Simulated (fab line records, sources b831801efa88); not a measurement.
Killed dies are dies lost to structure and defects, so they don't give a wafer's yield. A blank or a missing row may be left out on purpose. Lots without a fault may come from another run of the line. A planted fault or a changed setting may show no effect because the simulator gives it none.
A struck lot beside a sound one | flow sky130 | 15 steps out of a route of 708
Sound: wafers L642.3, L642.4, L642.6. Struck: wafers L647.3, L647.4, L647.5. The cause comes at the end.
At each step with rows: each side's tool, then ch and its chambers, then its first start. Under that, the readings that differ: sound wafers | struck wafers | difference of the means | sigmas: that difference in standard deviations of wafers without a fault.
alike: readings whose means differ by less than 2 such deviations, and words and numbers that are the same on both sides. not compared: withheld readings, readings that some wafer has no value for, bounds like >300 that may hide the same value, and numbers for which the record gives no deviation and whose values overlap.
The two part at a step that has a row with sigmas, a row that says differs or no value, or rows on one side only. Numbers that don't overlap but have no deviation are shown without sigmas and don't part them. A reading that every wafer of one side lacks parts them only if that side has two wafers or more.

SKY_METAL2_STRIP_20: strips in O2/N2.
  sound on plasma_asher-01 ch 0,1, day 37 03:08; struck on plasma_asher-01 ch 0,1, day 38 18:29
  alike: drypump_motor_current_A, oes_product_au, strip_time_to_endpoint_s
  not compared: rf_hours_counter_h
then, 4 steps without rows for these wafers: SKY_METAL2_STRIP_21 (strips in post etch residue remover, time 1200 s); SKY_METAL2_CLEAN_22 (cleans in IPA, time 180 s); SKY_METAL2_CLEAN_23 (cleans in O3/DIW); SKY_VIA2_HDPCVD_00 (deposits SiO2, target thk 1180 nm, time 203.1 s).
SKY_VIA2_THK_MEAS_01:
  sound on film_metro-01, day 37 03:53; struck on film_metro-01, day 38 19:15
  alike: VIA2_HDPCVD_THK
SKY_VIA2_CMP_02: polishes SiO2.
  sound on cmp-02 ch 0,1,3, day 37 03:55; struck on cmp-01 ch 0,1,3, day 38 19:20
  alike: motor_current_A, platen_rpm
SKY_VIA2_BOW_MEAS_03:
  sound on film_metro-03, day 37 04:16; struck on film_metro-03, day 38 19:38
  alike: VIA2_BOW
then, 4 steps without rows for these wafers: SKY_VIA2_DEHYDRATE_04 (time 60 s); SKY_VIA2_HMDS_05 (prime time 60 s); SKY_VIA2_COAT_06 (resist thk 60 nm); SKY_VIA2_COAT_07 (resist thk 450 nm).
SKY_VIA2_SOFTBAKE_08: time 90 s.
  sound on litho_track-04 ch 0, day 37 17:00; struck on litho_track-04 ch 0, day 39 08:00
  reading                  | sound                | struck            | difference | sigmas
  heater_power_total_W (W) | 57.46 57.28 57.54    | 69.38 69.90 69.51 | +12.17     | +99 or more
  run_length_s (s)         | 119.02 119.08 118.97 | 79.17 79.19 79.06 | -39.88     | -99 or more
then, 1 step without rows for these wafers: SKY_VIA2_EXPOSE_09 (exposes mask VIM2, target cd 200 nm).
-- the record jumps here: 9 days lie between the struck wafers' starts before and after (it left off in module VIA2 and takes up again in module PAD_OPEN, whose first step shown is number 708 of the route) --
SKY_PAD_OPEN_PROBE_99:
  sound on prober-01, day 47 08:30; struck on prober-02, day 48 14:37
  alike: defect_limited_yield, killed_at_M0_to_M3, killed_at_M4_up, killed_at_contacts, killed_at_front_end, killed_at_other, killed_dies, killed_open, killed_short, sort_bin_3_pad_short, sort_bin_5_function, sort_bin_6_memory, sort_n_pass, sort_yield_pct

WHERE THEY PART
Only at SKY_VIA2_SOFTBAKE_08, within this record. Later steps at which nothing parts them and some readings are alike: SKY_PAD_OPEN_PROBE_99.

WHY: what the simulator had put in
Process parameter drift: litho_track-04, from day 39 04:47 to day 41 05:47, at SKY_VIA2_SOFTBAKE_08. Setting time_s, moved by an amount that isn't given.
